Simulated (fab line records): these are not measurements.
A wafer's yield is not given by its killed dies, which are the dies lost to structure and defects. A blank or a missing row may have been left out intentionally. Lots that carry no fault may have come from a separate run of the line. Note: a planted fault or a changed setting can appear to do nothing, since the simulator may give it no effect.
A struck lot beside a sound one + flow gf180mcu + 15 out of 602 route steps
Sound: wafers L271.1, L271.3, L271.4. Wafers L275.2, L275.3, L275.4 were the ones struck. The cause is given at the end.
At each step with rows: each side's tool, then ch and its chambers, then its first start. Under that, the readings that differ: sound wafers + struck wafers + difference of the means + sigmas: that difference in standard deviations of wafers without a fault.
alike: readings whose means differ by less than 2 such deviations, and words and numbers that are the same on both sides. not compared: withheld readings, readings that some wafer has no value for, bounds like >300 that may hide the same value, and numbers for which the record gives no deviation and whose values overlap.
The two part at a step that has a row with sigmas, a row that says differs or no value, or rows on one side only. Numbers that have no deviation but don't overlap get no sigmas and don't part them. A reading missing from all wafers of one side parts the sides only when that side holds two or more wafers.

first, 6 steps without rows for these wafers: GF_M3_HMDS_08 (prime time 60 s); GF_M3_COAT_09 (resist thk 1000 nm); GF_M3_SOFTBAKE_10 (time 60 s); GF_M3_EXPOSE_11 (exposes mask Metal3, target cd 280 nm); GF_M3_PEB_12 (peb time 90 s); GF_M3_DEVELOP_13 (develop time 60 s).
GF_M3_CD_MEAS_14: the cd target is 280 nm.
  sound on cdSem-02, day 21 22:46; struck on cdSem-02, day 23 14:14
  alike: cdNm
GF_M3_OVL_MEAS_15:
  sound on overlay-01, day 21 22:53; struck on overlay-02, day 23 14:20
  alike: M3_OVL
GF_M3_METAL_ETCH_16: etches the open film in Cl2/BCl3, stops on SiO2, target depth 627.5 nm, time 104.6 s.
  sound on rieMetal-02 ch 0, day 21 22:55; struck on rieMetal-01 ch 1, day 23 14:25
  alike: drypumpMotorCurrentA, oesProductAu, throttleValvePct
  not compared: rfHoursCounterH
GF_M3_STRIP_17: strips in O2/N2.
  sound on plasmaAsher-01 ch 0,1, day 21 23:09; struck on plasmaAsher-04 ch 0,1, day 23 14:35
  alike: drypumpMotorCurrentA, heaterPowerW, oesProductAu, platenTempC, stripTimeToEndpointS
  not compared: rfHoursCounterH
then, 2 steps without rows for these wafers: GF_M3_STRIP_18 (strips in post etch residue remover, time 1200 s); GF_M3_CLEAN_19 (cleans in DIW).
GF_V3_CVD_00: deposits SiO2, target thk 600 nm, time 100 s.
  sound on hdpcvd-02 ch 0,1,2, day 21 23:44; struck on hdpcvd-01 ch 0,1, day 23 15:10
| reading                            | sound             | struck            | difference | sigmas      |
|------------------------------------|-------------------|-------------------|------------|-------------|
| sih4FlowSccm (sccm)                | 60.05 60.33 60.34 | 30.08 30.01 30.01 | -30.21     | -99 or more |
| model.SiO2_of_V3_CVD_00.thkNm (nm) | 597.6 598 600.7   | 306.7 297.4 300.9 | -297.1     |             |
GF_V3_THK_MEAS_01:
  sound on filmMetro-03, day 21 23:49; struck on filmMetro-01, day 23 15:33
| reading            | sound       | struck      | difference | sigmas |
|--------------------|-------------|-------------|------------|--------|
| V3_CVD_00_THK (nm) | 597 598 601 | 306 297 301 | -297       | -46    |
  not compared: hold
GF_PASSIVATION_PROBE_99:
  the record has rows for the sound wafers here (prober-02, day 29 14:56) and none for the struck ones

WHERE THEY PART
Earliest at GF_V3_CVD_00; latest, in this record, at GF_PASSIVATION_PROBE_99.

WHY: what had been put in by the simulator
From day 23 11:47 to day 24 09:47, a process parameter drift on hdpcvd-01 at GF_V3_CVD_00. A move of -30 in setting sih4FlowSccm, from 60. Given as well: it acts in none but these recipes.
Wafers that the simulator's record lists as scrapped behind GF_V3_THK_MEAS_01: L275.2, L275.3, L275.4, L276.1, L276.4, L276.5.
